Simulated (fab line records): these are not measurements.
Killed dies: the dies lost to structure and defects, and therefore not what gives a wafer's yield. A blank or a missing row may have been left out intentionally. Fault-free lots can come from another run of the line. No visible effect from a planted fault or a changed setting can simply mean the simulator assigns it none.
A struck lot beside a sound one || flow sfqLine || 42 out of 325 route steps
Sound: wafers L415.1, L415.3, L415.4. Wafers L427.1, L427.2, L427.6 were the ones struck. The cause is given at the end.
At each step with rows: each side's tool, then ch and its chambers, then its first start. Under that, the readings that differ: sound wafers || struck wafers || difference of the means || sigmas: that difference in standard deviations of wafers without a fault.
alike: a reading whose means differ by less than 2 such deviations, as well as words and numbers matching on both sides. not compared: withheld readings; readings where some wafer has no value; bounds like >300 that might hide an equal value; numbers whose values overlap and for which the record gives no deviation.
The two part at a step that has a row with sigmas, a row that says differs or no value, or rows on one side only. Numbers that don't overlap but have no deviation are shown without sigmas and don't part them. A reading that every wafer of one side lacks parts them only if that side has two wafers or more.

first, 6 steps without rows for these wafers: SFQ_TRILAYER_I1_VIA_LITHO_COAT_054 (resist thk 62 nm); SFQ_TRILAYER_I1_VIA_LITHO_COAT_049 (resist thk 650 nm); SFQ_TRILAYER_I1_VIA_LITHO_SOFTBAKE_053; SFQ_TRILAYER_I1_VIA_LITHO_EXPOSE_050 (exposes mask I1, target cd 500 nm); SFQ_TRILAYER_I1_VIA_LITHO_PEB_052 (peb time 60 s); SFQ_TRILAYER_I1_VIA_LITHO_DEVELOP_051 (time 60 s).
SFQ_I1_OVL_MEAS_913:
  sound on overlay-02 at day 17 19:56; struck on overlay-01 at day 22 00:45
  alike: I1_OVL
then, 5 steps without rows for these wafers: SFQ_TRILAYER_I1_VIA_BARC_OPEN_VIA_ETCH_071 (etches BARC in O2, target depth 125 nm, time 41.7 s); SFQ_TRILAYER_I1_VIA_ETCH_VIA_ETCH_052 (etches SiO2 in CHF3, stops on Nb, target depth 260 nm); SFQ_TRILAYER_I1_VIA_STRIP_STRIP_053 (strips in O2); SFQ_TRILAYER_I1_VIA_STRIP_SOLV_CLEAN_054 (cleans in NMP, time 600 s); SFQ_TRILAYER_M2_DEP_PRE_CLEAN_056 (time 22.5 s).
SFQ_TRILAYER_M2_DEP_SPUTTER_055: material Nb, target thk 200 nm, time 133.3 s.
  sound on pvdSputter-05 at day 17 20:56; struck on pvdSputter-04 at day 22 01:44
{"reading": "model.Nb_of_TRILAYER_M2_DEP_SPUTTER_055.thkNm (nm)", "sound": "196.8 199.5 201.1", "struck": "230.9 233.9 232.5", "difference": "+33.3", "sigmas": ""}
  alike: throttleValvePct
SFQ_M2_RS_MEAS_914: measurement is done with a four-point probe.
  sound on filmMetro-01 at day 17 21:01; struck on filmMetro-01 at day 22 01:50
{"reading": "M2_NB_RS (ohm/sq)", "sound": "0.904 0.891 0.883", "struck": "0.769 0.759 0.764", "difference": -0.129, "sigmas": -13}
then, 6 steps without rows for these wafers: SFQ_TRILAYER_M2_LITHO_COAT_062 (resist thk 62 nm); SFQ_TRILAYER_M2_LITHO_COAT_057 (resist thk 600 nm); SFQ_TRILAYER_M2_LITHO_SOFTBAKE_061; SFQ_TRILAYER_M2_LITHO_EXPOSE_058 (exposes mask M2, target cd 500 nm); SFQ_TRILAYER_M2_LITHO_PEB_060 (peb time 60 s); SFQ_TRILAYER_M2_LITHO_DEVELOP_059 (time 60 s).
-- the record jumps here: 6 days lie between the struck wafers' starts before and after --
SFQ_M2_OVL_MEAS_916:
  sound on overlay-01 at day 23 08:24; struck on overlay-02 at day 28 04:38
  alike: M2_OVL
SFQ_TRILAYER_M2_BARC_OPEN_METAL_ETCH_077: etches BARC in O2, target depth 125 nm, time 41.7 s.
  sound on rieMetal-04 ch 0,1, day 23 08:26; struck on rieMetal-02 ch 0,1, day 28 04:40
  alike: biasW, drypumpMotorCurrentA, oesProductAu
  not compared: rfHoursCounterH
SFQ_TRILAYER_M2_ETCH_METAL_ETCH_060: etches Nb in Cl2/Ar, stops on SiO2, target depth 240 nm, time 120 s.
  sound on rieMetal-04 ch 0,1, day 23 08:30; struck on rieMetal-02 ch 0,1, day 28 04:44
{"reading": "oesProductAu (a.u.)", "sound": "0.882 0.892 0.894", "struck": "0.973 0.974 0.969", "difference": "+0.083", "sigmas": "+12"}
  alike: biasW, drypumpMotorCurrentA
  not compared: rfHoursCounterH
SFQ_TRILAYER_M2_STRIP_STRIP_061: strips in O2.
  sound on rieMetal-04 ch 0,1, day 23 08:37; struck on rieMetal-02 ch 0,1, day 28 04:52
  alike: drypumpMotorCurrentA, oesProductAu
  not compared: rfHoursCounterH
then, 1 step without rows for these wafers: SFQ_TRILAYER_M2_STRIP_SOLV_CLEAN_062 (cleans in NMP, time 600 s).
SFQ_TRILAYER_I2_DEP_PECVD_063: deposits SiO2 from SiH4/N2O, time 111.11 s, target thk 500 nm.
  sound on pecvd-04 ch 0,1,2, day 23 09:24; struck on pecvd-03 ch 1,2, day 28 05:38
  alike: heaterPowerW, susceptorTempC, throttleValvePct
then, 1 step without rows for these wafers: SFQ_TRILAYER_I2_CMP_CMP_064 (polishes SiO2).
SFQ_I2_BOW_MEAS_917:
  sound on filmMetro-03 at day 24 06:25; struck on filmMetro-02 at day 28 14:55
  alike: I2_BOW
SFQ_TRILAYER_I2_METRO_MEASURE_065:
  sound on filmMetro-03 at day 24 06:32; struck on filmMetro-02 at day 28 15:02
  alike: thkNm
then, 6 steps without rows for these wafers: SFQ_TRILAYER_I2_VIA_LITHO_COAT_072 (resist thk 62 nm); SFQ_TRILAYER_I2_VIA_LITHO_COAT_067 (resist thk 650 nm); SFQ_TRILAYER_I2_VIA_LITHO_SOFTBAKE_071; SFQ_TRILAYER_I2_VIA_LITHO_EXPOSE_068 (exposes mask I2, target cd 500 nm); SFQ_TRILAYER_I2_VIA_LITHO_PEB_070 (peb time 60 s); SFQ_TRILAYER_I2_VIA_LITHO_DEVELOP_069 (time 60 s).
-- the record jumps here: 7 days lie between the struck wafers' starts before and after --
SFQ_I2_OVL_MEAS_918:
  sound on overlay-02 at day 30 12:05; struck on overlay-01 at day 35 12:36
  alike: I2_OVL
then, 2 steps without rows for these wafers: SFQ_TRILAYER_I2_VIA_BARC_OPEN_VIA_ETCH_096 (etches BARC in O2, target depth 125 nm, time 41.7 s); SFQ_TRILAYER_I2_VIA_ETCH_VIA_ETCH_070 (etches SiO2 in CHF3, stops on Nb, target depth 260 nm).
SFQ_TRILAYER_I2_VIA_STRIP_STRIP_071: strips in O2.
  sound on rieMetal-04 ch 0,1, day 30 12:17; struck on rieMetal-04 ch 0,1, day 35 12:47
  alike: drypumpMotorCurrentA, oesProductAu
  not compared: rfHoursCounterH
then, 2 steps without rows for these wafers: SFQ_TRILAYER_I2_VIA_STRIP_SOLV_CLEAN_072 (cleans in NMP, time 600 s); SFQ_TRILAYER_M3_DEP_PRE_CLEAN_074 (time 22.5 s).
-- the record jumps here: 51 days lie between the struck wafers' starts before and after --
SFQ_M8_BOW_MEAS_951:
  sound on filmMetro-02 at day 80 12:16; struck on filmMetro-02 at day 86 16:35
{"reading": "model.etest.m2.ohmUm", "sound": "1.802 1.775 1.764", "struck": "1.536 1.522 1.527", "difference": -0.252, "sigmas": ""}
{"reading": "model.etest.i1.linkOhm", "sound": "1.989 1.973 1.963", "struck": "1.819 1.804 1.816", "difference": -0.162, "sigmas": ""}
{"reading": "model.etest.m2.ohmSq", "sound": "0.9048 0.8928 0.8853", "struck": "0.7711 0.7613 0.7659", "difference": -0.1282, "sigmas": ""}
{"reading": "model.etest.i2.linkOhm", "sound": "1.972 1.953 1.955", "struck": "1.851 1.83 1.857", "difference": -0.114, "sigmas": ""}
  alike: M8_BOW

## WHERE THEY PART
Earliest at SFQ_M2_RS_MEAS_914; latest, in this record, at SFQ_TRILAYER_M2_ETCH_METAL_ETCH_060. Later steps at which nothing parts them and some readings are alike: SFQ_TRILAYER_M2_STRIP_STRIP_061, SFQ_TRILAYER_I2_DEP_PECVD_063, SFQ_I2_BOW_MEAS_917, SFQ_TRILAYER_I2_METRO_MEASURE_065, SFQ_I2_OVL_MEAS_918, SFQ_TRILAYER_I2_VIA_STRIP_STRIP_071, SFQ_M8_BOW_MEAS_951.

WHY: what had been put in by the simulator
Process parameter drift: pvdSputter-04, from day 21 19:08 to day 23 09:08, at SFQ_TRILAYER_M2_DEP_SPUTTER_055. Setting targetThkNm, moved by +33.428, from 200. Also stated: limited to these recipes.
